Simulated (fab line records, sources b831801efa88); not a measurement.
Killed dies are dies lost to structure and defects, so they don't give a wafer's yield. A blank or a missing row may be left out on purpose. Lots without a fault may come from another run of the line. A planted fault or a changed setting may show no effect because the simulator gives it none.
Which tool did it? | flow sky130 | 11 lots, 33 wafers sampled, at 1 step of a route of 708

WHAT THE GAUGES READ, wafer by wafer
SKY_POLY_GATE_THK_MEAS_01.
lot  | measured     | on            | POLY_GATE_CVD_00_THK (nm)
L538 | day 14 19:10 | film_metro-01 | 178.7 179.0 178.6
L540 | day 15 00:40 | film_metro-03 | 178.7 180.2 179.3
L539 | day 15 00:41 | film_metro-01 | 180.0 182.1 179.7
L545 | day 16 14:37 | film_metro-02 | 177.3 178.3 178.9
L546 | day 17 04:45 | film_metro-03 | 178.4 176.5 177.9
L548 | day 17 17:59 | film_metro-01 | 177.7 178.1 177.8
L551 | day 19 00:16 | film_metro-02 | 178.2 175.9 176.2
L554 | day 19 15:20 | film_metro-01 | 178.8 177.6 177.3
L556 | day 20 07:38 | film_metro-03 | 178.3 179.4 180.8
L557 | day 20 18:06 | film_metro-01 | 177.7 178.2 177.9
L559 | day 21 11:00 | film_metro-03 | 176.4 174.8 175.4

WHICH TOOL RAN EACH LOT (tool, then ch and the chambers of the sampled wafers, then the start)
The record holds no process step before these readings.

THE ANSWER, worked out from the rows above alone
Rule: what is usual is taken from the lots themselves. Put in order of their means at a reading, lots are off if they are a third of the lots or fewer, leave a main group of 4 or more, and stand apart from it by a gap of 3 or more times the standard deviation of the main group's means; of several such gaps the widest counts. A main group whose means are all the same, to the digits that the tables above print for the reading, isn't used. A lot without any number at a reading at which 4 lots or more have one is off too. The other lots that the step has rows for count as sound.
No lot is off at any reading shown: from this, nothing can be told.

WHAT THE SIMULATOR HAD PUT IN
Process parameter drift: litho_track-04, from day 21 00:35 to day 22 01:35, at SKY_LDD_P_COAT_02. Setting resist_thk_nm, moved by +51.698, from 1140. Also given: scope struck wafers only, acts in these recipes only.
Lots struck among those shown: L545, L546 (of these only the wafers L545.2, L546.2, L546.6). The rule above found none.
